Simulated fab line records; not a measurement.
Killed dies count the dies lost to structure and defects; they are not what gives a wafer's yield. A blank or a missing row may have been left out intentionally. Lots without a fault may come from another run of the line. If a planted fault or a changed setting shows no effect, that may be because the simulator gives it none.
fab line records | flow sky130 | part 1 of 2: steps 1 to 27 of 36
record: lots: 5 | wafers: 15 | last_day: 49
route steps=708 shown METAL4@632 VIA4@639 METAL5@661
lots that met no fault: from a run of the same line without faults
start_h: hours from the record's opening day to when the first of the lot's shown wafers began | wait_h: hours elapsed since this lot's preceding step | " identical to the entry in the row above | L1.1+2: one row covering several wafers at once | - value missing, or start not given | * or withheld: withheld | < > ~ a bound
route shown NAME@n: a module of which the file shows steps, and the number in the route of the first | usual: the fault-free wafers' mean and standard deviation | same: alike in all rows | chamber/n: place in a boat | sites: each site's reading | _std_site: the standard deviation of these | _edge_site: outer sites' mean less inner sites' | radius_mm: how far each site lies from the wafer's centre | mask NAME#n: copy n | behind: the tool/chamber that last shaped the wafer | hold: what put the lot on hold/how long, in hours/how the hold closed | device: the transistor (n, p or np) that didn't switch | end of line: the same wafers' tests at the end of the route | a step with no rows: only its recipe | killed: not the wafer's yield, but the dies lost to structure and defects at the first sort | map: a wafer's dies, marking killed ones x, the rest . and places with no die _
set.NAME: setting as actually run; set.NAME@STEP: the setting as run at that earlier step | model.NAME: the simulator's own value behind a step, which no gauge read
lots at selected steps of the route; one table per step, one row per wafer
services: a tool's chamber out of use, with start hour (start_h, from the record's first day; less than 0 if before it), hours out, and reason
== steps ==
step: SKY_METAL4_ETCH_16
recipe: chemistry: N2/H2 | target: BARC | ion_energy_ev: 200 | bias_w: 100 | pressure_mtorr: 30 | n2_flow_sccm: 100 | h2_flow_sccm: 200 | icp_w: 500 | stop_on: SiO2 | time_s: 88.2 | target_depth_a: 600
usual: bias_w: 100.02/0.27 | drypump_motor_current_A: 6.0/0.33 | oes_product_au: 0.625/0.0048 | rf_fwd_power_W: 496.5/2.3 | throttle_valve_pct: 13.205/0.0091
same: time_s: 88.2
lot.wafer | tool         | chamber | start_h | wait_h | bias_w | drypump_motor_current_A | oes_product_au | rf_fwd_power_W | rf_hours_counter_h | throttle_valve_pct
L076.2    | rie_metal-04 | 0       | 983.25  | 0.0    | 100.05 | 6.1                     | 0.622          | 493.9          | 3                  | 13.205
L076.4    | "            | 0       | "       | "      | 99.77  | 6.1                     | 0.619          | 494.7          | -                  | 13.202
L076.6    | "            | 0       | "       | "      | 99.91  | 6.1                     | 0.632          | 495.1          | -                  | 13.217
L080.1    | rie_metal-04 | 1       | 1020.20 | 0.0    | 100.40 | 6.1                     | 0.624          | 500.1          | 19                 | 13.203
L080.3    | "            | 1       | "       | "      | 100.34 | 6.1                     | 0.635          | 498.4          | -                  | 13.200
L080.5    | "            | 0       | "       | "      | 99.91  | 6.1                     | 0.631          | 491.9          | -                  | 13.193
L086.1    | rie_metal-01 | 1       | 1059.90 | 0.0    | 100.42 | 6.0                     | 0.621          | 498.1          | 12                 | 13.205
L086.5    | "            | 1       | "       | "      | 100.51 | 6.0                     | 0.628          | 497.9          | -                  | 13.203
L086.6    | "            | 0       | "       | "      | 99.67  | 5.6                     | 0.619          | 495.5          | -                  | 13.208
L090.2    | rie_metal-02 | 0       | 1093.03 | 0.1    | 99.96  | 6.4                     | 0.629          | 500.3          | -                  | 13.189
L090.3    | "            | 0       | "       | "      | 100.35 | 6.4                     | 0.625          | 498.1          | -                  | 13.208
L090.6    | "            | 0       | "       | "      | 100.11 | 6.4                     | 0.621          | 499.6          | -                  | 13.206
L091.1    | rie_metal-01 | 1       | 1094.52 | 0.0    | 99.71  | 6.0                     | 0.624          | 496.7          | 14                 | 13.196
L091.4    | "            | 1       | "       | "      | 99.96  | 6.0                     | 0.627          | 498.8          | -                  | 13.210
L091.6    | "            | 1       | "       | "      | 99.41  | 6.0                     | 0.630          | 497.1          | -                  | 13.202
step: SKY_METAL4_ETCH_17
recipe: target: SiO2 | stop_on: TiN | chemistry: C4F8/O2/Ar | source_w: 1500 | bias_w: 1185 | pressure_mtorr: 40 | c4f8_flow_sccm: withheld | O2_flow_sccm: 6 | Ar_flow_sccm: 300 | time_s: 3.9 | target_depth_a: 150
usual: bias_w: 1185/3.6 | oes_product_au: 0.758/0.0065 | rf_fwd_power_W: 1468/7.4
same: time_s: 3.9
lot.wafer | tool        | chamber | start_h | wait_h | bias_w | oes_product_au | rf_fwd_power_W | rf_hours_counter_h
L076.2    | rie_diel-02 | 0       | 983.34  | 0.1    | 1176   | 0.758          | 1463           | 21
L076.4    | "           | 2       | "       | "      | 1184   | 0.763          | 1457           | 7
L076.6    | "           | 2       | "       | "      | 1188   | 0.771          | 1459           | -
L080.1    | rie_diel-02 | 2       | 1020.29 | 0.1    | 1188   | 0.757          | 1459           | 8
L080.3    | "           | 1       | "       | "      | 1189   | 0.751          | 1454           | 20
L080.5    | "           | 1       | "       | "      | 1190   | 0.765          | 1461           | -
L086.1    | rie_diel-03 | 3       | 1059.99 | 0.1    | 1180   | 0.746          | 1471           | 9
L086.5    | "           | 0       | "       | "      | 1190   | 0.773          | 1475           | -
L086.6    | "           | 1       | "       | "      | 1191   | 0.765          | 1457           | -
L090.2    | rie_diel-04 | 1       | 1093.20 | 0.1    | 1190   | 0.752          | 1474           | 13
L090.3    | "           | 2       | "       | "      | 1185   | 0.754          | 1483           | 22
L090.6    | "           | 3       | "       | "      | 1179   | 0.756          | 1468           | -
L091.1    | rie_diel-03 | 1       | 1094.62 | 0.1    | 1187   | 0.749          | 1464           | 12
L091.4    | "           | 3       | "       | "      | 1184   | 0.759          | 1470           | 10
L091.6    | "           | 0       | "       | "      | 1183   | 0.763          | 1475           | -
step: SKY_METAL4_METAL_ETCH_18
recipe: target_depth_a: 8450 | stop_on: SiO2 | over_etch_frac: 0.3 | time_s: 183.1 | chemistry: Cl2/BCl3 | resist_sidewall_deg: 88 | pressure_mtorr: 10 | icp_w: 900 | bias_w: 48.5 | Cl2_flow_sccm: 60 | bcl3_flow_sccm: 30
usual: bias_w: 48.48/0.14 | drypump_motor_current_A: 5.9/0.34 | mfc_cl2_sccm: 60.01/0.15 | oes_product_au: 0.865/0.0059 | rf_fwd_power_W: 896/3.4 | throttle_valve_pct: 22.264/0.009
same: time_s: 183.1
lot.wafer | tool         | chamber | start_h | wait_h | bias_w | drypump_motor_current_A | mfc_cl2_sccm | oes_product_au | rf_fwd_power_W | rf_hours_counter_h | throttle_valve_pct
L076.2    | rie_metal-01 | 1       | 983.36  | 0.0    | 48.31  | 6.0                     | 60.02        | 0.862          | 897            | 7                  | 22.265
L076.4    | "            | 1       | "       | "      | 48.23  | 6.0                     | 59.81        | 0.857          | 898            | -                  | 22.259
L076.6    | "            | 1       | "       | "      | 48.40  | 6.0                     | 60.14        | 0.872          | 899            | -                  | 22.274
L080.1    | rie_metal-02 | 0       | 1020.31 | 0.0    | 48.37  | 6.4                     | 60.04        | 0.857          | 901            | 16                 | 22.254
L080.3    | "            | 0       | "       | "      | 48.60  | 6.4                     | 60.01        | 0.867          | 901            | -                  | 22.268
L080.5    | "            | 0       | "       | "      | 48.52  | 6.4                     | 59.88        | 0.861          | 904            | -                  | 22.262
L086.1    | rie_metal-02 | 1       | 1060.01 | 0.0    | 48.67  | 5.2                     | 60.12        | 0.874          | 896            | 23                 | 22.274
L086.5    | "            | 0       | "       | "      | 48.51  | 6.4                     | 59.75        | 0.867          | 900            | -                  | 22.266
L086.6    | "            | 1       | "       | "      | 48.56  | 5.2                     | 60.21        | 0.877          | 902            | -                  | 22.250
L090.2    | rie_metal-01 | 0       | 1093.22 | 0.0    | 48.45  | 5.6                     | 59.84        | 0.862          | 893            | 24                 | 22.258
L090.3    | "            | 1       | "       | "      | 48.47  | 6.0                     | 60.06        | 0.866          | 899            | -                  | 22.263
L090.6    | "            | 0       | "       | "      | 48.45  | 5.6                     | 59.97        | 0.860          | 893            | -                  | 22.264
L091.1    | rie_metal-04 | 0       | 1094.64 | 0.0    | 48.14  | 6.1                     | 59.80        | 0.873          | 894            | 10                 | 22.275
L091.4    | "            | 1       | "       | "      | 48.58  | 6.1                     | 60.10        | 0.859          | 898            | -                  | 22.252
L091.6    | "            | 0       | "       | "      | 48.32  | 6.1                     | 59.81        | 0.870          | 891            | -                  | 22.268
step: SKY_METAL4_STRIP_19
recipe: chemistry: O2/N2 | power_w: 1400 | pressure_mtorr: 1500 | platen_temp_c: withheld | o2_flow_sccm: 3000 | n2_flow_sccm: 300 | overash_fraction: 0.5
usual: drypump_motor_current_A: 5.5/0.4 | oes_product_au: 0.503/0.0062 | strip_time_to_endpoint_s: 6.56/0.09
lot.wafer | tool            | chamber | start_h | wait_h | drypump_motor_current_A | oes_product_au | rf_hours_counter_h | strip_time_to_endpoint_s
L076.2    | plasma_asher-03 | 1       | 983.54  | 0.1    | 6.0                     | 0.501          | 57                 | 6.58
L076.4    | "               | 1       | "       | "      | 6.0                     | 0.507          | -                  | 6.68
L076.6    | "               | 0       | "       | "      | 5.7                     | 0.499          | -                  | 6.57
L080.1    | plasma_asher-02 | 1       | 1020.49 | 0.1    | 4.9                     | 0.506          | 28                 | 6.67
L080.3    | "               | 1       | "       | "      | 4.9                     | 0.513          | -                  | 6.65
L080.5    | "               | 0       | "       | "      | 5.0                     | 0.505          | -                  | 6.65
L086.1    | plasma_asher-01 | 0       | 1060.19 | 0.1    | 5.3                     | 0.493          | 89                 | 6.43
L086.5    | "               | 0       | "       | "      | 5.3                     | 0.520          | -                  | 6.59
L086.6    | "               | 1       | "       | "      | 5.8                     | 0.489          | -                  | 6.37
L090.2    | plasma_asher-03 | 1       | 1093.39 | 0.1    | 6.0                     | 0.499          | 69                 | 6.37
L090.3    | "               | 1       | "       | "      | 5.9                     | 0.507          | -                  | 6.51
L090.6    | "               | 0       | "       | "      | 5.8                     | 0.495          | -                  | 6.46
L091.1    | plasma_asher-03 | 1       | 1094.81 | 0.1    | 5.9                     | 0.508          | 69                 | 6.59
L091.4    | "               | 1       | "       | "      | 6.0                     | 0.502          | -                  | 6.56
L091.6    | "               | 0       | "       | "      | 5.8                     | 0.503          | -                  | 6.57
step: SKY_METAL4_STRIP_20
recipe: chemistry: post_etch_residue_remover | time_s: 1200 | temp_c: 72.5
same: time_s: 1200
lot.wafer  | tool         | chamber | start_h | wait_h
L076.2+4+6 | wet_bench-01 | 3       | 983.64  | 0.1
L080.1+3+5 | wet_bench-03 | 1       | 1020.59 | 0.1
L086.1+5+6 | wet_bench-04 | 0       | 1060.29 | 0.1
L090.2+3+6 | wet_bench-01 | 2       | 1093.49 | 0.1
L091.1+4+6 | wet_bench-03 | 1       | 1094.91 | 0.1
step: SKY_METAL4_CLEAN_21
recipe: chemistry: IPA | time_s: 180 | temp_c: 25
same: time_s: 180
lot.wafer  | tool         | chamber | start_h | wait_h
L076.2+4+6 | wet_bench-03 | 1       | 983.98  | 0.0
L080.1+3+5 | wet_bench-04 | 0       | 1020.93 | 0.0
L086.1+5+6 | wet_bench-03 | 0       | 1060.63 | 0.0
L090.2+3+6 | wet_bench-04 | 0       | 1093.84 | 0.0
L091.1+4+6 | wet_bench-04 | 2       | 1095.26 | 0.0
step: SKY_METAL4_CLEAN_22
recipe: chemistry: O3/DIW | dry: n2_spin
lot.wafer  | tool         | chamber | start_h | wait_h
L076.2+4+6 | wet_bench-04 | 1       | 984.10  | 0.0
L080.1+3+5 | wet_bench-01 | 0       | 1020.99 | 0.0
L086.1+5+6 | wet_bench-04 | 1       | 1060.69 | 0.0
L090.2+3+6 | wet_bench-01 | 3       | 1093.90 | 0.0
L091.1+4+6 | wet_bench-03 | 2       | 1095.32 | 0.0
step: SKY_VIA4_HDPCVD_00
recipe: material: SiO2 | target_thk_nm: 1750 | sigma_open_frac: 0.3 | time_s: 291.7 | temp_c: 400 | sih4_flow_sccm: 60 | pressure_mtorr: 6
same: time_s: 291.7
lot.wafer  | tool      | chamber | start_h | wait_h
L076.2+4+6 | hdpcvd-02 | 0,2,0   | 984.30  | 0.0
L080.1+3+5 | hdpcvd-01 | 0,2,2   | 1021.08 | 0.0
L086.1+5+6 | hdpcvd-02 | 2,1,2   | 1060.78 | 0.0
L090.2+3+6 | hdpcvd-02 | 2,0,1   | 1093.99 | 0.0
L091.1+4+6 | hdpcvd-01 | 2,2,1   | 1095.41 | 0.0
step: SKY_VIA4_THK_MEAS_01
recipe: reads: SiO2_of_VIA4_HDPCVD_00
usual: VIA4_HDPCVD_THK: 1757/26
lot.wafer | tool          | chamber | start_h | wait_h | VIA4_HDPCVD_THK[nm]
L076.2    | film_metro-03 | -       | 984.49  | 0.1    | 1784
L076.4    | "             | -       | "       | "      | 1743
L076.6    | "             | -       | "       | "      | 1750
L080.1    | film_metro-03 | -       | 1021.26 | 0.1    | 1720
L080.3    | "             | -       | "       | "      | 1711
L080.5    | "             | -       | "       | "      | 1718
L086.1    | film_metro-04 | -       | 1060.96 | 0.1    | 1735
L086.5    | "             | -       | "       | "      | 1731
L086.6    | "             | -       | "       | "      | 1760
L090.2    | film_metro-03 | -       | 1094.18 | 0.1    | 1735
L090.3    | "             | -       | "       | "      | 1776
L090.6    | "             | -       | "       | "      | 1755
L091.1    | film_metro-03 | -       | 1095.62 | 0.1    | 1718
L091.4    | "             | -       | "       | "      | 1730
L091.6    | "             | -       | "       | "      | 1740
step: SKY_VIA4_CMP_02
recipe: material: SiO2 | down_force_psi: 4 | platen_rpm: 60 | pad_velocity_m_s: 0.94248
usual: head_pressure_psi: 4.001/0.0085 | motor_current_A: 11.8/1.5
lot.wafer | tool   | chamber | start_h | wait_h | head_pressure_psi | motor_current_A
L076.2    | cmp-02 | 1       | 984.66  | 0.2    | 4.006             | 11.5
L076.4    | "      | 0       | "       | "      | 3.992             | 13.2
L076.6    | "      | 2       | "       | "      | 3.991             | 10.0
L080.3    | cmp-02 | 0       | 1021.42 | 0.1    | 4.009             | 13.1
L080.1    | "      | 1       | "       | "      | 4.015             | 11.4
L080.5    | "      | 2       | "       | "      | 4.011             | 10.0
L086.1    | cmp-01 | 2       | 1061.03 | 0.1    | 4.004             | 13.1
L086.6    | "      | 2       | "       | "      | 3.990             | 12.8
L086.5    | "      | 3       | "       | "      | 3.986             | 10.6
L090.2    | cmp-02 | 2       | 1094.28 | 0.1    | 4.015             | 9.9
L090.3    | "      | 0       | "       | "      | 3.995             | 13.3
L090.6    | "      | 1       | "       | "      | 3.996             | 12.3
L091.4    | cmp-02 | 1       | 1095.70 | 0.0    | 4.011             | 12.0
L091.1    | "      | 2       | "       | "      | 4.000             | 9.9
L091.6    | "      | 2       | "       | "      | 3.997             | 10.0
step: SKY_VIA4_BOW_MEAS_03
recipe: mode: bow
usual: VIA4_BOW: 81/7.8
lot.wafer | tool          | chamber | start_h | wait_h | VIA4_BOW[um]
L076.2    | film_metro-02 | -       | 984.98  | 0.3    | 87
L076.4    | "             | -       | "       | "      | 93
L076.6    | "             | -       | "       | "      | 77
L080.1    | film_metro-02 | -       | 1021.62 | 0.1    | 82
L080.3    | "             | -       | "       | "      | 92
L080.5    | "             | -       | "       | "      | 89
L086.1    | film_metro-02 | -       | 1061.33 | 0.2    | 71
L086.5    | "             | -       | "       | "      | 72
L086.6    | "             | -       | "       | "      | 77
L090.2    | film_metro-02 | -       | 1094.55 | 0.2    | 89
L090.3    | "             | -       | "       | "      | 86
L090.6    | "             | -       | "       | "      | 91
L091.1    | film_metro-02 | -       | 1096.00 | 0.2    | 85
L091.4    | "             | -       | "       | "      | 86
L091.6    | "             | -       | "       | "      | 79
step: SKY_VIA4_DEHYDRATE_04
recipe: temp_c: 200 | time_s: 60
same: time_s: 60
lot.wafer  | tool           | chamber | start_h | wait_h
L076.2+4+6 | litho_track-02 | 0       | 996.53  | 11.5
L080.1+3+5 | litho_track-01 | 0       | 1031.98 | 10.3
L086.1+5+6 | litho_track-04 | 0       | 1072.06 | 10.7
L090.2+3+6 | litho_track-01 | 0       | 1103.76 | 9.2
L091.1+4+6 | litho_track-04 | 0       | 1105.06 | 9.0
step: SKY_VIA4_HMDS_05
recipe: prime_time_s: 60 | prime_temp_c: 120
lot.wafer  | tool           | chamber | start_h | wait_h
L076.2+4+6 | litho_track-02 | 0       | 996.68  | 0.1
L080.1+3+5 | litho_track-01 | 0       | 1032.13 | 0.1
L086.1+5+6 | litho_track-04 | 0       | 1072.21 | 0.1
L090.2+3+6 | litho_track-01 | 0       | 1103.91 | 0.1
L091.1+4+6 | litho_track-04 | 0       | 1105.21 | 0.1
step: SKY_VIA4_COAT_06
recipe: resist: NOVOLAK | spin_rpm: 3000 | resist_thk_nm: 1140
lot.wafer  | tool           | chamber | start_h | wait_h
L076.2+4+6 | litho_track-02 | 0       | 996.83  | 0.1
L080.1+3+5 | litho_track-01 | 0       | 1032.28 | 0.1
L086.1+5+6 | litho_track-04 | 0       | 1072.36 | 0.1
L090.2+3+6 | litho_track-01 | 0       | 1104.06 | 0.1
L091.1+4+6 | litho_track-04 | 0       | 1105.36 | 0.1
step: SKY_VIA4_SOFTBAKE_07
recipe: temp_c: 90 | time_s: 60 | resist: NOVOLAK
same: time_s: 60
lot.wafer  | tool           | chamber | start_h | wait_h
L076.2+4+6 | litho_track-02 | 0       | 996.98  | 0.1
L080.1+3+5 | litho_track-01 | 0       | 1032.43 | 0.1
L086.1+5+6 | litho_track-04 | 0       | 1072.51 | 0.1
L090.2+3+6 | litho_track-01 | 0       | 1104.21 | 0.1
L091.1+4+6 | litho_track-04 | 0       | 1105.51 | 0.1
step: SKY_VIA4_EXPOSE_08
recipe: mask_id: VIM4 | na: 0.6 | source_shape: conventional | sigma_outer: 0.6 | polarization: unpolarized | target_cd_nm: 800 | dose_mj: 132
lot.wafer  | tool             | chamber | start_h | wait_h | mask
L076.2+4+6 | iline_stepper-02 | 0       | -       | -      | VIM4#0
L080.1+3+5 | iline_stepper-02 | 0       | -       | -      | VIM4#0
L086.1+5+6 | iline_stepper-01 | 0       | -       | -      | VIM4#0
L090.2+3+6 | iline_stepper-02 | 0       | -       | -      | VIM4#0
L091.1+4+6 | iline_stepper-02 | 0       | -       | -      | VIM4#0
step: SKY_VIA4_PEB_09
recipe: temp_c: withheld | time_s: * | resist: NOVOLAK
same: time_s: *
lot.wafer  | tool           | chamber | start_h | wait_h
L076.2+4+6 | litho_track-04 | 0       | -       | -
L080.1+3+5 | litho_track-04 | 0       | -       | -
L086.1+5+6 | litho_track-01 | 0       | -       | -
L090.2+3+6 | litho_track-02 | 0       | -       | -
L091.1+4+6 | litho_track-01 | 0       | -       | -
step: SKY_VIA4_DEVELOP_10
recipe: resist: NOVOLAK | developer: TMAH | develop_time_s: 60 | dev_temp_c: 23
lot.wafer  | tool           | chamber | start_h | wait_h
L076.2+4+6 | litho_track-04 | 0       | 1008.13 | 0.1
L080.1+3+5 | litho_track-04 | 0       | 1043.31 | 0.1
L086.1+5+6 | litho_track-01 | 0       | 1081.93 | 0.1
L090.2+3+6 | litho_track-02 | 0       | 1114.18 | 0.1
L091.1+4+6 | litho_track-01 | 0       | 1115.73 | 0.1
step: SKY_VIA4_OVL_MEAS_11
usual: VIA4_OVL: 0.0/1.5
lot.wafer | tool       | chamber | start_h | wait_h | VIA4_OVL[nm]
L076.2    | overlay-02 | -       | 1008.26 | 0.1    | -0.6
L076.4    | "          | -       | "       | "      | 1.4
L076.6    | "          | -       | "       | "      | 0.5
L080.1    | overlay-02 | -       | 1043.46 | 0.1    | 0.9
L080.3    | "          | -       | "       | "      | 0.3
L080.5    | "          | -       | "       | "      | 0.0
L086.1    | overlay-02 | -       | 1082.08 | 0.1    | -2.1
L086.5    | "          | -       | "       | "      | -2.1
L086.6    | "          | -       | "       | "      | -3.4
L090.2    | overlay-02 | -       | 1114.31 | 0.1    | 0.5
L090.3    | "          | -       | "       | "      | 1.1
L090.6    | "          | -       | "       | "      | 0.1
L091.1    | overlay-01 | -       | 1115.88 | 0.1    | 1.5
L091.4    | "          | -       | "       | "      | 1.2
L091.6    | "          | -       | "       | "      | 2.7
step: SKY_VIA4_ETCH_12
recipe: target: SiO2 | chemistry: C4F8/O2/Ar | stop_on: TiN | mask_material: NOVOLAK | source_w: 1500 | bias_w: 1200 | pressure_mtorr: 40 | c4f8_flow_sccm: withheld | O2_flow_sccm: 6 | Ar_flow_sccm: 300 | time_s: withheld | target_depth_a: 5800
usual: bias_w: 1200/3.6 | oes_product_au: 0.926/0.0049 | rf_fwd_power_W: 1492/4.7
lot.wafer | tool        | chamber | start_h | wait_h | bias_w | oes_product_au | rf_fwd_power_W
L076.2    | rie_diel-04 | 2       | 1008.29 | 0.0    | 1198   | 0.921          | 1500
L076.4    | "           | 3       | "       | "      | 1193   | 0.925          | 1489
L076.6    | "           | 0       | "       | "      | 1198   | 0.922          | 1493
L080.1    | rie_diel-04 | 2       | 1043.49 | 0.0    | 1199   | 0.925          | 1496
L080.3    | "           | 1       | "       | "      | 1208   | 0.933          | 1496
L080.5    | "           | 0       | "       | "      | 1192   | 0.925          | 1486
L086.1    | rie_diel-04 | 1       | 1082.12 | 0.0    | 1198   | 0.925          | 1497
L086.5    | "           | 3       | "       | "      | 1200   | 0.926          | 1495
L086.6    | "           | 0       | "       | "      | 1200   | 0.923          | 1498
L090.2    | rie_diel-02 | 1       | 1114.34 | 0.0    | 1199   | 0.929          | 1498
L090.3    | "           | 3       | "       | "      | 1203   | 0.934          | 1492
L090.6    | "           | 1       | "       | "      | 1199   | 0.920          | 1493
L091.1    | rie_diel-04 | 1       | 1115.92 | 0.0    | 1202   | 0.930          | 1493
L091.4    | "           | 3       | "       | "      | 1201   | 0.917          | 1489
L091.6    | "           | 2       | "       | "      | 1197   | 0.927          | 1495
step: SKY_VIA4_STRIP_13
recipe: chemistry: O2/N2 | power_w: 1400 | pressure_mtorr: 1500 | platen_temp_c: withheld | o2_flow_sccm: 3000 | n2_flow_sccm: 300 | overash_fraction: 0.5
usual: drypump_motor_current_A: 5.66/0.28 | oes_product_au: 0.710/0.0049 | strip_time_to_endpoint_s: 12.808/0.03
lot.wafer | tool            | chamber | start_h | wait_h | drypump_motor_current_A | oes_product_au | rf_hours_counter_h | strip_time_to_endpoint_s
L076.2    | plasma_asher-03 | 1       | 1008.37 | -      | 5.96                    | 0.716          | 60                 | 12.788
L076.4    | "               | 0       | "       | "      | 5.79                    | 0.705          | -                  | 12.781
L076.6    | "               | 0       | "       | "      | 5.83                    | 0.699          | -                  | 12.814
L080.1    | plasma_asher-01 | 0       | 1043.57 | -      | 5.36                    | 0.701          | 87                 | 12.810
L080.3    | "               | 1       | "       | "      | 5.84                    | 0.696          | -                  | 12.799
L080.5    | "               | 1       | "       | "      | 5.84                    | 0.703          | -                  | 12.793
L086.1    | plasma_asher-03 | 1       | 1082.19 | -      | 5.93                    | 0.718          | 68                 | 12.833
L086.5    | "               | 1       | "       | "      | 5.94                    | 0.708          | -                  | 12.758
L086.6    | "               | 0       | "       | "      | 5.76                    | 0.710          | -                  | 12.788
L090.2    | plasma_asher-03 | 1       | 1114.41 | -      | 5.99                    | 0.709          | 71                 | 12.792
L090.3    | "               | 1       | "       | "      | 5.98                    | 0.702          | -                  | 12.778
L090.6    | "               | 0       | "       | "      | 5.77                    | 0.712          | -                  | 12.818
L091.1    | plasma_asher-01 | 1       | 1115.99 | -      | 5.82                    | 0.707          | 94                 | 12.818
L091.4    | "               | 1       | "       | "      | 5.83                    | 0.713          | -                  | 12.885
L091.6    | "               | 1       | "       | "      | 5.82                    | 0.710          | -                  | 12.848
step: SKY_VIA4_STRIP_14
recipe: chemistry: post_etch_residue_remover | time_s: 1200 | temp_c: 72.5
same: time_s: 1200
lot.wafer  | tool         | chamber | start_h | wait_h
L076.2+4+6 | wet_bench-04 | 0       | 1008.47 | 0.1
L080.1+3+5 | wet_bench-04 | 0       | 1043.67 | 0.1
L086.1+5+6 | wet_bench-01 | 2       | 1082.29 | 0.1
L090.2+3+6 | wet_bench-01 | 0       | 1114.51 | 0.1
L091.1+4+6 | wet_bench-02 | 0       | 1116.09 | 0.1
step: SKY_VIA4_CLEAN_15
recipe: chemistry: IPA | time_s: 180 | temp_c: 25
same: time_s: 180
lot.wafer  | tool         | chamber | start_h | wait_h
L076.2+4+6 | wet_bench-02 | 2       | 1008.81 | 0.0
L080.1+3+5 | wet_bench-01 | 3       | 1044.35 | 0.0
L086.1+5+6 | wet_bench-02 | 1       | 1082.63 | 0.0
L090.2+3+6 | wet_bench-04 | 2       | 1114.86 | 0.0
L091.1+4+6 | wet_bench-04 | 1       | 1116.46 | 0.0
step: SKY_VIA4_CLEAN_16
recipe: chemistry: O3/DIW | dry: n2_spin
lot.wafer  | tool         | chamber | start_h | wait_h
L076.2+4+6 | wet_bench-01 | 3       | 1008.87 | 0.0
L080.1+3+5 | wet_bench-04 | 1       | 1044.41 | 0.0
L086.1+5+6 | wet_bench-04 | 0       | 1082.70 | 0.0
L090.2+3+6 | wet_bench-02 | 1       | 1114.91 | 0.0
L091.1+4+6 | wet_bench-02 | 2       | 1116.52 | 0.0
step: SKY_VIA4_SPUTTER_17
recipe: material: TiN | target_thk_nm: 20 | chamber_pressure_pa: 5 | power_w: 4000 | time_s: 80
usual: throttle_valve_pct: 29.7/0.86
same: time_s: 80
lot.wafer | tool           | chamber | start_h | wait_h | throttle_valve_pct
L076.2    | pvd_sputter-02 | -       | 1008.96 | 0.0    | 30.2
L076.4    | "              | -       | "       | "      | 29.8
L076.6    | "              | -       | "       | "      | 30.2
L080.1    | pvd_sputter-02 | -       | 1044.59 | 0.0    | 29.8
L080.3    | "              | -       | "       | "      | 30.1
L080.5    | "              | -       | "       | "      | 30.4
L086.1    | pvd_sputter-04 | -       | 1082.79 | 0.0    | 28.4
L086.5    | "              | -       | "       | "      | 30.4
L086.6    | "              | -       | "       | "      | 28.8
L090.2    | pvd_sputter-04 | -       | 1115.01 | 0.0    | 28.1
L090.3    | "              | -       | "       | "      | 30.2
L090.6    | "              | -       | "       | "      | 28.5
L091.1    | pvd_sputter-01 | -       | 1116.62 | 0.0    | 31.6
L091.4    | "              | -       | "       | "      | 29.7
L091.6    | "              | -       | "       | "      | 31.3
step: SKY_VIA4_CVD_18
recipe: material: W | target_thk_nm: 505 | time_s: 152.14 | temp_c: 400 | pressure_torr: 40
usual: chamber_pressure_Torr: 40.00/0.094 | heater_power_w: 899/58
same: time_s: 152.14
lot.wafer | tool     | chamber | start_h | wait_h | chamber_pressure_Torr | heater_power_w
L076.2    | cvd_w-01 | 1       | 1009.02 | 0.0    | 39.93                 | 875
L076.4    | "        | 0       | "       | "      | 40.00                 | 936
L076.6    | "        | 1       | "       | "      | 40.09                 | 904
L080.1    | cvd_w-01 | 1       | 1044.65 | 0.0    | 39.90                 | 896
L080.3    | "        | 1       | "       | "      | 40.04                 | 882
L080.5    | "        | 1       | "       | "      | 39.98                 | 865
L086.1    | cvd_w-01 | 1       | 1082.85 | 0.0    | 39.99                 | 864
L086.5    | "        | 1       | "       | "      | 40.00                 | 893
L086.6    | "        | 0       | "       | "      | 40.01                 | 934
L090.2    | cvd_w-02 | 1       | 1115.07 | 0.0    | 39.95                 | 845
L090.3    | "        | 0       | "       | "      | 40.00                 | 947
L090.6    | "        | 0       | "       | "      | 39.98                 | 938
L091.1    | cvd_w-01 | 1       | 1116.68 | 0.0    | 39.97                 | 891
L091.4    | "        | 0       | "       | "      | 40.06                 | 953
L091.6    | "        | 0       | "       | "      | 40.06                 | 984
step: SKY_VIA4_RS_MEAS_19
recipe: thk_meas_gauge: four-point-probe | reads: W_of_VIA4_CVD_18+TiN_of_VIA4_SPUTTER_17
usual: VIA4_W_RS: 0.2254/0.0021
lot.wafer | tool          | chamber | start_h | wait_h | VIA4_W_RS[ohm/sq]
L076.2    | film_metro-02 | -       | 1009.20 | 0.1    | 0.2289
L076.4    | "             | -       | "       | "      | 0.2291
L076.6    | "             | -       | "       | "      | 0.2310
L080.1    | film_metro-04 | -       | 1044.80 | 0.1    | 0.2270
L080.3    | "             | -       | "       | "      | 0.2277
L080.5    | "             | -       | "       | "      | 0.2281
L086.1    | film_metro-02 | -       | 1083.00 | 0.1    | 0.2248
L086.5    | "             | -       | "       | "      | 0.2286
L086.6    | "             | -       | "       | "      | 0.2252
L090.2    | film_metro-02 | -       | 1115.25 | 0.1    | 0.2223
L090.3    | "             | -       | "       | "      | 0.2262
L090.6    | "             | -       | "       | "      | 0.2242
L091.1    | film_metro-02 | -       | 1116.83 | 0.1    | 0.2235
L091.4    | "             | -       | "       | "      | 0.2240
L091.6    | "             | -       | "       | "      | 0.2260
